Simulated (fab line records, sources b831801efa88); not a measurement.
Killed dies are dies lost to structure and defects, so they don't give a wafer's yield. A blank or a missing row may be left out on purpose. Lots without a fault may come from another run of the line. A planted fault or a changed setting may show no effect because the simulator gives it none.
Problem report in the 8D (eight disciplines) form, filled by code | flow sky130 | the parts of the form that need people (team, actions taken, sign-off) are left out

1. THE PROBLEM
cathode_dc_power_W at SKY_METAL5_SPUTTER_04 reads a mean of 7343.0 W on 6 wafers of 2 lots; wafers without a fault read 6500.0 W with a standard deviation of 1.2. That is +99 or more standard deviations from the usual mean.
The step: material TiN, target thk 70 nm, time 58.3 s.
First seen on wafer L667.1, day 47 16:56, on pvd_sputter-01. The record holds 39 wafers of 13 lots with a number at this step. Rule for "out", or "out of limits": more than 4 standard deviations from the usual mean. The other wafers with a number count as sound.

2. WHAT IT IS AND WHAT IT IS NOT
question                    | is                     | is not
which readings at this step | cathode_dc_power_W     | throttle_valve_pct
which lots                  | L667, L670             | L647, L650, L652, L653, L654, L658, L659, L660, L662, L663, L664
which wafers of those lots  | all that have a number | -
read on which tools         | pvd_sputter-01         | pvd_sputter-02, pvd_sputter-04
when                        | from day 47 16:56      | up to then (33 sound wafers)

3. SUSPECTS, AND WHAT RULES EACH OUT
Counting: a tool at a process step up to the reading stays a suspect if it ran every lot that is out and no sound lot after the first of them.
- pvd_sputter-01 at SKY_METAL5_SPUTTER_04 (material TiN, target thk 70 nm, time 58.3 s): kept. It ran every lot that is out, first L667 (day 47 16:56), and no sound lot after that; its last sound lot up to then is L660 (day 46 04:02). Its own readings are out on those wafers: cathode_dc_power_W.
Left after counting: pvd_sputter-01 at SKY_METAL5_SPUTTER_04.

4. THE CAUSE (what the simulator had put in)
Process parameter drift: pvd_sputter-01, from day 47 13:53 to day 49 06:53, at SKY_METAL5_SPUTTER_04. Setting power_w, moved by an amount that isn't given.
Counting left only this tool.

5. THE CHAIN OF EFFECTS, in route order
Each row: a reading whose mean over the struck wafers that have a number lies more than 3 standard deviations from the usual. Only readings for which the record gives a usual standard deviation are gone through. hours: the time from each lot's start at the first step in this table that gives one to its start at this step, as a median over the lots. sigmas: the change in usual standard deviations.
hours | step                  | reading            | usual    | on struck wafers | change | sigmas
0     | SKY_METAL5_SPUTTER_04 | cathode_dc_power_W | 6500.0 W | 7343.0           | +843.0 | +99 or more
The process steps in it:
- SKY_METAL5_SPUTTER_04: material TiN, target thk 70 nm, time 58.3 s.

6. WHAT WOULD HAVE CAUGHT IT SOONER
In this record the first reading out of limits was taken at day 47 16:56, 3 hours after the fault began at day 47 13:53.
